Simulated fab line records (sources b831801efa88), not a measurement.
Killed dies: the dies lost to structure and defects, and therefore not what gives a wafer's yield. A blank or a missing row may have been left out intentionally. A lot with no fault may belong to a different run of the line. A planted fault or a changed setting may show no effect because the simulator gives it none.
The tool behind it: which one? | flow sky130 | 6 lots with 18 wafers sampled at 2 steps, on a route of 708 steps

WHAT THE GAUGES SHOWED, per wafer
SKY_FIELD_ISO_THK_MEAS_02.
lot  | measured    | on            | FIELD_ISO_OXIDATION_00_THK (nm)
L867 | day 2 04:26 | film_metro-02 | 12.16 12.26 12.12
L869 | day 2 16:37 | film_metro-01 | 19.06 19.43 19.39
L871 | day 3 02:30 | film_metro-04 | 19.42 19.57 19.52
L877 | day 4 09:16 | film_metro-02 | 12.08 12.11 12.10
L882 | day 5 05:38 | film_metro-04 | 11.86 12.02 11.82
L886 | day 6 01:40 | film_metro-01 | 12.10 12.28 12.20

WHICH TOOL RAN EACH LOT (tool, then ch and the chambers of the sampled wafers, then the start)
lot  | SKY_FIELD_ISO_OXIDATION_01
L867 | furnace-01 ch 0, day 2 02:55
L869 | furnace-02 ch 0, day 2 12:07 and furnace-01 ch 0, day 2 15:05
L871 | furnace-01 ch 0, day 2 22:04
L877 | furnace-02 ch 0, day 4 07:44
L882 | furnace-01 ch 0, day 5 04:07
L886 | furnace-02 ch 0, day 6 00:07
- SKY_FIELD_ISO_OXIDATION_01: stabilise 600 s, purge 300 s, target thk 12 nm.

THE ANSWER, worked out from the rows above alone
Rule: usual is defined by the lots themselves. Put in order of their means at a reading, lots are off if they are a third of the lots or fewer, leave a main group of 4 or more, and stand apart from it by a gap of 3 or more times the standard deviation of the main group's means; of several such gaps the widest counts. A main group is skipped when, at the precision printed for the reading in the tables above, its means are all equal. Also off: a lot with no number at a reading for which 4 or more lots have one. The other lots that the step has rows for count as sound.
Off: at SKY_FIELD_ISO_THK_MEAS_02 (FIELD_ISO_OXIDATION_00_THK), L869, L871. The main group: mean 12.09 nm, standard deviation 0.12.
If a tool, at a process step before that reading, ran all the lots that are off and no sound lot after the first of them, it fits. Those tools and the gauges at SKY_FIELD_ISO_THK_MEAS_02 are tried in the same way. No candidate that was tried fits.

WHAT THE SIMULATOR HAD INSERTED
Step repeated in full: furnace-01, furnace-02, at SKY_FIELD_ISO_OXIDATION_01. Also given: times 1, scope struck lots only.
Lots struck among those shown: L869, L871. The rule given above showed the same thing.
